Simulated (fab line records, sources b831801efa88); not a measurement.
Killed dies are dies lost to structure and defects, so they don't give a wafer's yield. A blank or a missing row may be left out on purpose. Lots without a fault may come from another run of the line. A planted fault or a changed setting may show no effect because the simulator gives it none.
Which tool did it? | flow gf180mcu | 13 lots, 39 wafers sampled, at 2 steps of a route of 602

WHAT THE GAUGES READ, wafer by wafer
GF_CONTACT_CD_MEAS_14: target cd 220 nm. Usual: cd_nm 220.0 nm, standard deviation 1.8.
lot  | measured     | on        | cd_nm (nm)        | flag
L862 | day 16 06:46 | cd_sem-02 | 218.7 220.7 219.0 |
L865 | day 17 09:10 | cd_sem-02 | 217.6 217.6 217.8 |
L866 | day 17 18:14 | cd_sem-01 | 219.4 219.0 219.0 |
L867 | day 17 20:28 | cd_sem-01 | 220.3 217.5 219.3 |
L870 | day 19 04:36 | cd_sem-01 | 222.4 223.4 223.2 |
L871 | day 19 08:15 | cd_sem-02 | 220.1 220.6 220.5 |
L872 | day 19 19:48 | cd_sem-01 | 220.1 220.2 220.9 |
L874 | day 20 16:39 | cd_sem-02 | 222.4 223.6 222.8 |
L875 | day 20 21:58 | cd_sem-02 | 221.7 219.9 219.3 |
L877 | day 21 14:59 | cd_sem-01 | 221.2 222.1 220.8 |
L878 | day 21 19:08 | cd_sem-02 | 220.0 222.2 219.7 |
L881 | day 22 21:39 | cd_sem-01 | 219.6 219.9 218.6 |
L883 | day 23 14:57 | cd_sem-02 | 219.7 220.3 218.8 |

GF_M1_RS_MEAS_05: measures by four-point-probe. Usual: M1_ALCU_RS 0.0695 ohm/sq, standard deviation 0.00082.
lot  | measured     | on            | M1_ALCU_RS (ohm/sq)  | flag
L862 | day 16 08:31 | film_metro-02 | 0.0702 0.0705 0.0698 |
L865 | day 17 10:52 | film_metro-02 | 0.0687 0.0704 0.0688 |
L866 | day 17 19:45 | film_metro-02 | 0.0692 0.0708 0.0696 |
L867 | day 17 21:59 | film_metro-02 | 0.0706 0.0701 0.0711 |
L870 | day 19 06:07 | film_metro-02 | 0.0702 0.0713 0.0704 |
L871 | day 19 09:47 | film_metro-04 | 0.0689 0.0679 0.0683 |
L872 | day 19 21:20 | film_metro-01 | 0.0689 0.0691 0.0691 |
L874 | day 20 18:11 | film_metro-02 | 0.0690 0.0683 0.0683 |
L875 | day 20 23:30 | film_metro-04 | 0.0708 0.0699 0.0692 |
L877 | day 21 16:31 | film_metro-01 | 0.0694 0.0687 0.0699 |
L878 | day 21 20:44 | film_metro-02 | 0.0695 0.0702 0.0691 |
L881 | day 22 23:10 | film_metro-01 | 0.0698 0.0695 0.0689 |
L883 | day 23 16:31 | film_metro-04 | 0.0697 0.0703 0.0690 |

WHICH TOOL RAN EACH LOT (tool, then ch and the chambers of the sampled wafers, then the start)
The record holds no process step before these readings.

WHAT THE TOOLS THEMSELVES READ (means of the sampled wafers that have a number; where no wafer has one, the mark that the record gives instead)
The record holds no such reading with a usual standard deviation.

THE ANSWER, worked out from the rows above alone
Rule: a lot is off if the mean of its wafers that have a number lies more than 3 standard deviations from the usual mean. A lot without any number at a reading at which 4 lots or more have one is off too. The other lots that the step has rows for count as sound. The gauges are gone through in route order, then the tools' own readings, and for those a lot's mean is taken as printed above. The first step at which some lot is off is used, and at that step the reading that is off furthest; a lot without a number counts as furthest.
No lot is off at any reading shown: from this, nothing can be told.

WHAT THE SIMULATOR HAD PUT IN
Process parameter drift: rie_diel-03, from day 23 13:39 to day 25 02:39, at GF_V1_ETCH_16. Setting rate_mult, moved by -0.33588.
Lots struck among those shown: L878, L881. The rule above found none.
